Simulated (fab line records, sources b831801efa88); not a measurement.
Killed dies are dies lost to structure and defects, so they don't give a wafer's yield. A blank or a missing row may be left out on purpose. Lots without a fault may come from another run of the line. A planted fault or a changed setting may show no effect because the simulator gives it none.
fab line records | flow sky130
record lots=6 wafers=18 last_day=49
route steps=708 shown VT_ADJUST_LVTN@116 VT_ADJUST_NCORE@119
lots that met no fault: from a run of the same line without faults
start_h: hours from the record's first day to the start of the lot's first wafer shown | wait_h: hours since the lot's step before | " the same as in the row above | L1.1+2: a row that stands for several wafers | - no value, or no start given | * or withheld: withheld | < > ~ a bound
route shown NAME@n: a module of which the file shows steps, and the number in the route of the first | usual: mean/standard deviation of fault-free wafers | same: alike in all rows | chamber/n: place in a boat | sites: the reading at each site | _std_site: their standard deviation | _edge_site: outer sites' mean less inner sites' | radius_mm: how far each site lies from the wafer's centre | mask NAME#n: copy n | behind: the tool/chamber that last shaped the wafer | hold: why the lot was held/for how many hours/how that ended | device: the transistor (n, p or np) that didn't switch | end of line: the same wafers' tests at the end of the route | a step without rows: its recipe alone | killed: dies lost to structure and defects at the first sort, not the wafer's yield | map: a wafer's dies, x killed, . not, _ none there
set.NAME: the setting as run; set.NAME@STEP: as run at that earlier step | model.NAME: the simulator's own value behind a step, which no gauge read
lots at some steps of the route; a table a step, a row a wafer
services: from which hour (start_h, from the record's first day; less than 0 if before it) a tool's chamber was out of use, for how many hours, and why
## steps
# step SKY_VT_ADJUST_LVTN_IMPLANT_19
# recipe species=B energy_kev=30 dose_cm2=6.5e+11 tilt_deg=withheld
# step SKY_VT_ADJUST_LVTN_STRIP_20
# recipe chemistry=O2/N2 power_w=1400 pressure_mtorr=1500 platen_temp_c=withheld o2_flow_sccm=3000 n2_flow_sccm=300 overash_fraction=0.5
# usual drypump_motor_current_A=5.80/0.21 oes_product_au=0.716/0.005 strip_time_to_endpoint_s=14.19/0.039
# columns lot.wafer tool chamber start_h wait_h drypump_motor_current_A oes_product_au rf_hours_counter_h strip_time_to_endpoint_s
L370.3 plasma_asher-01 0 163.81 0.1 5.60 0.725 - 14.14
L370.4 " 1 " " 5.75 0.714 - 14.17
L370.5 " 0 " " 5.58 0.721 - 14.16
L373.4 plasma_asher-01 0 191.62 0.1 5.63 0.708 - 14.20
L373.5 " 1 " " 5.76 0.715 - 14.24
L373.6 " 0 " " 5.63 0.722 - 14.18
L376.3 plasma_asher-01 1 202.91 0.1 5.73 0.713 - 14.15
L376.5 " 0 " " 5.62 0.716 - 14.19
L376.6 " 1 " " 5.72 0.716 - 14.14
L377.1 plasma_asher-01 1 208.14 0.1 5.72 0.708 52 14.27
L377.4 " 0 " " 5.65 0.723 - 14.24
L377.6 " 0 " " 5.64 0.704 - 14.29
L384.1 plasma_asher-02 0 259.60 0.1 5.69 0.723 60 14.23
L384.3 " 0 " " 5.69 0.719 - 14.25
L384.6 " 0 " " 5.69 0.703 - 14.24
L387.2 plasma_asher-01 1 280.05 0.1 5.75 0.721 59 14.21
L387.4 " 1 " " 5.76 0.714 - 14.18
L387.6 " 0 " " 5.67 0.717 - 14.18
# step SKY_VT_ADJUST_LVTN_TW_MEAS_21
# usual VT_ADJUST_LVTN_2_TW=189.8/1
# columns lot.wafer tool chamber start_h wait_h VT_ADJUST_LVTN_2_TW
L370.3 film_metro-01 - 163.90 0.1 188.8
L370.4 " - " " 188.8
L370.5 " - " " 188.1
L373.4 film_metro-01 - 191.72 0.1 189.7
L373.5 " - " " 190.1
L373.6 " - " " 189.9
L376.3 film_metro-03 - 203.00 0.1 188.2
L376.5 " - " " 189.2
L376.6 " - " " 188.5
L377.1 film_metro-04 - 208.24 0.1 191.2
L377.4 " - " " 191.2
L377.6 " - " " 191.1
L384.1 film_metro-04 - 259.70 0.1 192.0
L384.3 " - " " 191.8
L384.6 " - " " 191.7
L387.2 film_metro-03 - 280.16 0.1 189.5
L387.4 " - " " 189.5
L387.6 " - " " 188.1
# step SKY_VT_ADJUST_NCORE_DEHYDRATE_00
# recipe temp_c=200 time_s=60
# step SKY_VT_ADJUST_NCORE_HMDS_01
# recipe prime_time_s=60 prime_temp_c=120
# step SKY_VT_ADJUST_NCORE_COAT_02
# recipe resist=NOVOLAK spin_rpm=3000 resist_thk_nm=1140
# step SKY_VT_ADJUST_NCORE_SOFTBAKE_03
# recipe temp_c=90 time_s=60 resist=NOVOLAK
# step SKY_VT_ADJUST_NCORE_EXPOSE_04
# recipe mask_id=LVTN_COMPLEMENT_THIN na=0.6 source_shape=conventional sigma_outer=0.6 polarization=unpolarized target_cd_nm=380 dose_mj=139
# step SKY_VT_ADJUST_NCORE_PEB_05
# recipe temp_c=withheld time_s=* resist=NOVOLAK
# step SKY_VT_ADJUST_NCORE_DEVELOP_06
# recipe resist=NOVOLAK developer=TMAH develop_time_s=60 dev_temp_c=23
# step SKY_VT_ADJUST_NCORE_CD_MEAS_07
# recipe target_cd_nm=380
# usual cd_nm=380.0/2.4
# columns lot.wafer tool chamber start_h wait_h cd_nm
L370.3 cd_sem-01 - 183.63 0.1 376.2
L370.4 " - " " 377.9
L370.5 " - " " 375.2
L373.4 cd_sem-02 - 212.38 0.1 378.4
L373.5 " - " " 377.4
L373.6 " - " " 380.5
L376.3 cd_sem-02 - 224.16 0.1 378.1
L376.5 " - " " 381.0
L376.6 " - " " 380.2
L377.1 cd_sem-01 - 230.67 0.1 381.8
L377.4 " - " " 380.5
L377.6 " - " " 380.1
L384.1 cd_sem-02 - 283.46 0.1 377.5
L384.3 " - " " 379.9
L384.6 " - " " 380.3
L387.2 cd_sem-01 - 303.98 0.1 380.7
L387.4 " - " " 380.4
L387.6 " - " " 382.7
# step SKY_VT_ADJUST_NCORE_OVL_MEAS_08
# usual VT_ADJUST_NCORE_OVL=-0.3/1.6
# columns lot.wafer tool chamber start_h wait_h VT_ADJUST_NCORE_OVL[nm]
L370.3 overlay-02 - 183.73 0.1 -0.1
L370.4 " - " " -0.8
L370.5 " - " " -0.1
L373.4 overlay-01 - 212.46 0.1 -1.6
L373.5 " - " " 1.3
L373.6 " - " " 1.0
L376.3 overlay-02 - 224.26 0.1 -1.8
L376.5 " - " " -0.6
L376.6 " - " " -3.3
L377.1 overlay-02 - 230.79 0.1 -0.7
L377.4 " - " " -0.6
L377.6 " - " " -0.6
L384.1 overlay-02 - 283.58 0.1 -0.5
L384.3 " - " " -1.7
L384.6 " - " " -1.3
L387.2 overlay-01 - 304.09 0.1 2.2
L387.4 " - " " 2.1
L387.6 " - " " 2.1
# step SKY_VT_ADJUST_NCORE_IMPLANT_09
# recipe species=B energy_kev=10 dose_cm2=2.4e+12 tilt_deg=withheld
# usual beam_energy_keV=10.000/0.0034 beam_on_s=10.00/0.2
# columns lot.wafer tool chamber start_h wait_h beam_energy_keV beam_on_s
L370.3 implanter-04 0 183.80 0.1 10.000 9.95
L370.4 " 0 " " 9.999 9.89
L370.5 " 0 " " 9.997 10.31
L373.4 implanter-02 0 212.55 0.1 10.001 10.22
L373.5 " 0 " " 10.002 9.91
L373.6 " 0 " " 10.002 10.06
L376.3 implanter-02 - 224.33 0.1 - -
L376.5 " - " " - -
L376.6 " - " " - -
L377.1 implanter-04 - 230.83 0.0 - -
L377.4 " - " " - -
L377.6 " - " " - -
L384.1 implanter-02 0 283.62 0.0 9.996 10.12
L384.3 " 0 " " 10.000 10.07
L384.6 " 0 " " 9.992 10.15
L387.2 implanter-02 0 304.14 0.0 9.999 9.90
L387.4 " 0 " " 9.997 10.05
L387.6 " 0 " " 10.001 9.97
# step SKY_VT_ADJUST_NCORE_STRIP_10
# recipe chemistry=O2/N2 power_w=1400 pressure_mtorr=1500 platen_temp_c=withheld o2_flow_sccm=3000 n2_flow_sccm=300 overash_fraction=0.5
# usual drypump_motor_current_A=5.81/0.12 oes_product_au=0.716/0.0049 strip_time_to_endpoint_s=14.19/0.041
# columns lot.wafer tool chamber start_h wait_h drypump_motor_current_A oes_product_au rf_hours_counter_h strip_time_to_endpoint_s
L370.3 plasma_asher-01 1 183.93 0.1 5.73 0.716 - 14.26
L370.4 " 0 " " 5.60 0.715 - 14.25
L370.5 " 0 " " 5.59 0.717 - 14.27
L373.4 plasma_asher-01 0 212.66 0.1 5.65 0.718 - 14.26
L373.5 " 1 " " 5.76 0.712 - 14.28
L373.6 " 0 " " 5.63 0.715 - 14.26
L376.3 plasma_asher-01 1 224.46 0.1 5.73 0.719 - 14.20
L376.5 " 1 " " 5.73 0.715 - 14.20
L376.6 " 0 " " 5.65 0.713 - 14.24
L377.1 plasma_asher-04 0 230.98 0.1 5.91 0.713 11 14.22
L377.4 " 0 " " 5.92 0.715 - 14.22
L377.6 " 0 " " 5.92 0.713 - 14.19
L384.1 plasma_asher-01 1 283.77 0.1 5.73 0.725 60 14.24
L384.3 " 0 " " 5.60 0.726 - 14.20
L384.6 " 0 " " 5.59 0.712 - 14.15
L387.2 plasma_asher-01 1 304.27 0.1 5.75 0.714 62 14.20
L387.4 " 1 " " 5.76 0.717 - 14.21
L387.6 " 1 " " 5.75 0.721 - 14.19
# step SKY_VT_ADJUST_NCORE_TW_MEAS_11
# usual VT_ADJUST_NCORE_TW=220.9/1.3
# columns lot.wafer tool chamber start_h wait_h VT_ADJUST_NCORE_TW
L370.3 film_metro-03 - 184.02 0.1 221.1
L370.4 " - " " 221.0
L370.5 " - " " 220.6
L373.4 film_metro-02 - 212.76 0.1 219.2
L373.5 " - " " 219.2
L373.6 " - " " 220.3
L376.3 film_metro-02 - 224.55 0.1 30.1
L376.5 " - " " 29.9
L376.6 " - " " 30.1
L377.1 film_metro-03 - 231.08 0.1 30.4
L377.4 " - " " 30.3
L377.6 " - " " 30.4
L384.1 film_metro-03 - 283.87 0.1 220.3
L384.3 " - " " 220.0
L384.6 " - " " 221.7
L387.2 film_metro-02 - 304.38 0.1 220.8
L387.4 " - " " 221.3
L387.6 " - " " 222.7
## services
# columns tool chamber start_h hours kind
plasma_asher-04 - 162.34 2.5 repair
plasma_asher-02 - 214.77 4.3 pm
implanter-04 - 239.00 1.7 repair
plasma_asher-02 - 277.96 14.2 repair
implanter-04 - 301.03 5.9 pm
## key
first_sign step=SKY_VT_ADJUST_NCORE_IMPLANT_09 reading=tool_record direction=missing
effect step=SKY_VT_ADJUST_NCORE_TW_MEAS_11 reading=VT_ADJUST_NCORE_TW direction=down sigmas=99+ usual=220.9 struck=30.2
met_at SKY_VT_ADJUST_NCORE_IMPLANT_09
struck_wafers L376.3,L376.5,L376.6,L377.1,L377.4,L377.6
later_rows_left_out L376.3,L376.5,L376.6,L377.1,L377.4,L377.6
sort_left_out L376.3,L376.5,L376.6,L377.1,L377.4,L377.6
tester_left_out L376,L377
onset_between 212.55 224.33
fault kind=skipped_step_whole tool=implanter-02,implanter-04 chamber=- onset_h=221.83 steps=SKY_VT_ADJUST_NCORE_IMPLANT_09 scope=struck_lots_only
# tester_left_out: of these lots the tester's yield and bins aren't shown, on N5 and GAA mostly nor the transistor test; their killed dies are dies lost to structure and defects alone, not to doping, threshold or leakage, so they don't give the yield
# sort_left_out: the simulated sort isn't trusted on such a fault, so these wafers' sort isn't shown, and their yield isn't known
# later_rows_left_out: the simulator's readings of these wafers behind a module that went badly wrong aren't trusted and aren't shown, but for the sort
